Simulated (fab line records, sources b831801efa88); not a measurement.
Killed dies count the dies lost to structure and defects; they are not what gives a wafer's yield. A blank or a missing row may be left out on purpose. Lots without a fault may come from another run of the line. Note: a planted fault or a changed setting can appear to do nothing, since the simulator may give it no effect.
Problem report in the 8D (eight disciplines) form, filled by code -- flow sky130 -- the parts of the form that need people (team, actions taken, sign-off) are left out

== 1. WHAT WENT WRONG ==
SKY_VIA2_CMP_02, platen rpm: mean 53.98 rpm over 1 wafer from 1 lot; wafers with no fault: 60.00 rpm, standard deviation 0.041. So: -99 or more standard deviations from the usual mean.
The step: polishes SiO2.
The first sign was on wafer L521.5 at day 42 09:23, on cmp-02. Wafers with a number at this step in the record: 33, from 11 lots. Rule for "out" (also "out of limits"): further than 4 standard deviations from the usual mean. All remaining wafers that have a number are taken as sound.

== 2. WHAT IT IS, WHAT IT ISN'T ==
question,is,is not
which readings at this step,platen rpm,"edge zone pressure frac, motor current A"
which lots,L521,"L499, L500, L501, L502, L503, L504, L506, L507, L512, L514"
which wafers of those lots,L521.5,"L521.2, L521.3"
read on which tools,cmp-02,cmp-01
when,from day 42 09:23,up to then (32 sound wafers)

== 3. THE SUSPECTS, EACH WITH WHAT RULES IT OUT ==
Counting: a tool at a process step up to the reading stays a suspect if it ran every lot that is out. Sound lots after the first of them don't rule it out here, since some wafers of a struck lot are sound.
- rie metal-01 at SKY_METAL2_DESCUM_17 (chemistry O2, time 8 s): kept. It processed L521, the lot that is out, at day 42 08:24, and its most recent sound lot before then was L512 at day 39 11:48.
- rie metal-01 at SKY_METAL2_METAL_ETCH_19 (etches the open film in Cl2/BCl3, stops on SiO2, target depth 360 nm, time 78 s): kept. It processed L521, the lot that is out, at day 42 08:29, and its most recent sound lot before then was L512 at day 39 11:55.
- cmp-02 at SKY_VIA2_CMP_02 (polishes SiO2): kept. It processed L521, the lot that is out, at day 42 09:23, and its most recent sound lot before then was L512 at day 39 12:46. Its own platen rpm readings are out on those wafers.
- In cmp-02 at SKY_VIA2_CMP_02, the wafers that are out were processed in chamber 1 and their sound lot-mates in chambers 0, 3.
After the count, these remain: rie metal-01 at SKY_METAL2_DESCUM_17, rie metal-01 at SKY_METAL2_METAL_ETCH_19 and cmp-02 at SKY_VIA2_CMP_02.

== 4. THE CAUSE (what the simulator had put in) ==
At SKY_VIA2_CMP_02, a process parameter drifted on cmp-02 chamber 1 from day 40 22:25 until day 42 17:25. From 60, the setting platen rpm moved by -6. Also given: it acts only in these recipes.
Counting left 3 suspects, and this tool is among them.

== 5. SEQUENCE OF EFFECTS, ordered by route ==
Each row: a reading whose mean over the struck wafers that have a number lies more than 3 standard deviations from the usual. Scope: only readings with a usual standard deviation given in the record; hours: median across lots of the time from each lot's start at the first step in this table that gives one to its start at this step; sigmas: change in usual standard deviations.
hours,step,reading,usual,on struck wafers,change,sigmas
0,SKY_VIA2_CMP_02,platen rpm,60.00 rpm,53.98,-6.02,-99 or more
The process steps in it:
- SKY_VIA2_CMP_02: polishes SiO2.

== 6. WHAT WOULD HAVE CAUGHT IT SOONER ==
First out-of-limits reading in this record: day 42 09:23, which is 35 hours after fault onset at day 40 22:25.
